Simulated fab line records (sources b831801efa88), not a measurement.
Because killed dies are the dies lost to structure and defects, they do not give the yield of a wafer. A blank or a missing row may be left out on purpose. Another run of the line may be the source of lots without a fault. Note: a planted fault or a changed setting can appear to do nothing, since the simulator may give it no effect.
Which tool did it? | flow sky130 | 36 wafers from 12 lots sampled at 4 of the route's 708 steps

WHAT THE GAUGES SHOWED, per wafer
SKY_GATE_OXIDE_TW_MEAS_14.
lot  | measured     | on            | GATE_OXIDE_TW
L172 | day 14 17:32 | film_metro-03 | 227.3 226.8 227.9
L170 | day 14 17:40 | film_metro-04 | 224.5 223.2 224.4
L173 | day 14 17:58 | film_metro-03 | 228.1 227.2 228.1
L174 | day 16 19:58 | film_metro-04 | 223.8 226.2 224.3
L176 | day 16 21:26 | film_metro-03 | 226.8 226.7 226.2
L178 | day 17 00:29 | film_metro-04 | 224.7 225.5 224.5
L179 | day 17 06:36 | film_metro-01 | 229.3 229.0 229.1
L181 | day 17 12:41 | film_metro-04 | 224.4 224.1 225.7
L183 | day 18 06:16 | film_metro-03 | 227.3 227.9 229.1
L185 | day 19 04:04 | film_metro-01 | 226.1 225.5 226.2
L190 | day 21 02:49 | film_metro-01 | 233.5 234.4 235.5
L191 | day 21 12:24 | film_metro-01 | 234.7 234.3 234.0

SKY_METAL1_CD_MEAS_15: the cd target is 140 nm.
lot  | measured     | on        | cd_nm (nm)
L172 | day 33 23:26 | cd_sem-02 | 138.1 135.8 136.7
L170 | day 33 18:54 | cd_sem-02 | 140.6 140.7 139.9
L173 | day 33 23:04 | cd_sem-02 | 141.0 142.1 141.8
L174 | day 35 20:16 | cd_sem-01 | 137.9 138.8 137.4
L176 | day 35 22:28 | cd_sem-01 | 140.7 141.6 141.6
L178 | day 36 00:19 | cd_sem-02 | 138.6 139.0 139.9
L179 | day 36 10:11 | cd_sem-02 | 139.6 139.6 139.7
L181 | day 36 10:17 | cd_sem-02 | 137.5 138.5 137.6
L183 | day 36 22:17 | cd_sem-02 | 142.6 139.9 142.3
L185 | day 37 12:43 | cd_sem-01 | 141.9 141.5 141.9
L190 | day 39 04:26 | cd_sem-02 | 143.2 142.2 142.3
L191 | day 39 15:04 | cd_sem-01 | 142.6 142.0 142.1

SKY_VIA1_THK_MEAS_01.
lot  | measured     | on            | VIA1_HDPCVD_THK (nm)
L172 | day 34 00:40 | film_metro-04 | 1021 1006 1016
L170 | day 33 20:01 | film_metro-02 | 1010 1005 1001
L173 | day 34 00:08 | film_metro-02 | 1010 1002 996
L174 | day 35 21:19 | film_metro-02 | 1024 1038 1038
L176 | day 35 23:44 | film_metro-03 | 1036 1039 1039
L178 | day 36 01:24 | film_metro-02 | 1054 1040 1028
L179 | day 36 11:37 | film_metro-04 | 1022 1021 1009
L181 | day 36 11:43 | film_metro-04 | 1040 1043 1036
L183 | day 36 23:34 | film_metro-04 | 1020 1009 1002
L185 | day 37 13:46 | film_metro-04 | 1037 1047 1026
L190 | day 39 05:28 | film_metro-03 | 1049 1053 1038
L191 | day 39 16:10 | film_metro-03 | 1029 1039 1032

WHAT TOOL EACH LOT RAN ON (gives the tool, then ch and the chambers of the sampled wafers, and finally the start)
lot  | SKY_GATE_OXIDE_IMPLANT_11
L172 | implanter-01 ch 0, day 14 17:14
L170 | implanter-04 ch 0, day 14 17:20
L173 | implanter-03 ch 0, day 14 17:40
L174 | implanter-04 ch 0, day 16 19:38
L176 | implanter-04 ch 0, day 16 21:05
L178 | implanter-04 ch 0, day 17 00:08
L179 | implanter-04 ch 0, day 17 06:16
L181 | implanter-04 ch 0, day 17 12:20
L183 | implanter-03 ch 0, day 18 05:56
L185 | implanter-01 ch 0, day 19 03:44
L190 | implanter-04 ch 0, day 21 02:28
L191 | implanter-04 ch 0, day 21 12:03
- SKY_GATE_OXIDE_IMPLANT_11

AS READ BY THE TOOLS THEMSELVES (means over the sampled wafers that have a number; for cases with no such wafer, the mark the record gives instead)
SKY_GATE_OXIDE_IMPLANT_11.
lot  | tool         | beam_on_s (s) | faraday_current_uA
L172 | implanter-01 | 10.14         | 14.75
L170 | implanter-04 | 9.99          | 14.91
L173 | implanter-03 | 10.01         | 14.90
L174 | implanter-04 | 9.90          | 15.06
L176 | implanter-04 | 10.04         | 14.84
L178 | implanter-04 | 10.11         | 14.80
L179 | implanter-04 | 10.07         | 14.78
L181 | implanter-04 | 10.02         | 14.89
L183 | implanter-03 | 9.93          | 14.99
L185 | implanter-01 | 10.11         | 14.74
L190 | implanter-04 | 11.58         | 12.89
L191 | implanter-04 | 11.55         | 12.88

THE ANSWER, worked out from the rows above alone
Rule: usual is defined by the lots themselves. Put in order of their means at a reading, lots are off if they are a third of the lots or fewer, leave a main group of 4 or more, and stand apart from it by a gap of 3 or more times the standard deviation of the main group's means; of several such gaps the widest counts. A main group is skipped when, at the precision printed for the reading in the tables above, its means are all equal. A lot without any number at a reading at which 4 lots or more have one is off too. All remaining lots with rows at the step are treated as sound. First the gauges in route order, then the tools' own readings, where a lot's mean is used as printed above. The first step at which some lot is off is used, and at that step the reading that is off furthest; a lot without a number counts as furthest.
Off: L190, L191, at SKY_GATE_OXIDE_TW_MEAS_14 (GATE_OXIDE_TW). The main group has a mean of 226.3 with a standard deviation of 1.6.
A tool fits if, at a process step before that reading, it ran every lot that is off, and no sound lot after the first of them. The gauges at SKY_GATE_OXIDE_TW_MEAS_14 aren't tried: what is off there is off at SKY_GATE_OXIDE_IMPLANT_11 too, on other tools, and a gauge's error can't cause that. One fits: SKY_GATE_OXIDE_IMPLANT_11 on implanter-04. A fault onset in the window from L181 (day 17 12:20, its last sound lot) to L190 (day 21 02:28, its first lot off) fits.
The tool's own readings at SKY_GATE_OXIDE_IMPLANT_11 bear it out: on the lots that are off they differ by more than 5 times the standard deviation of the sound lots' means. beam_on_s reads 11.57 s there against 10.03 s on the sound lots; faraday_current_uA reads 12.89 there against 14.87 on the sound lots.

WHAT THE SIMULATOR HAD PUT IN
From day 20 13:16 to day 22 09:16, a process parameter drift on implanter-04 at SKY_GATE_OXIDE_IMPLANT_11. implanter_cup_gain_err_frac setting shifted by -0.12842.
Lots struck among those shown: L190, L191. The same result came from the rule above.
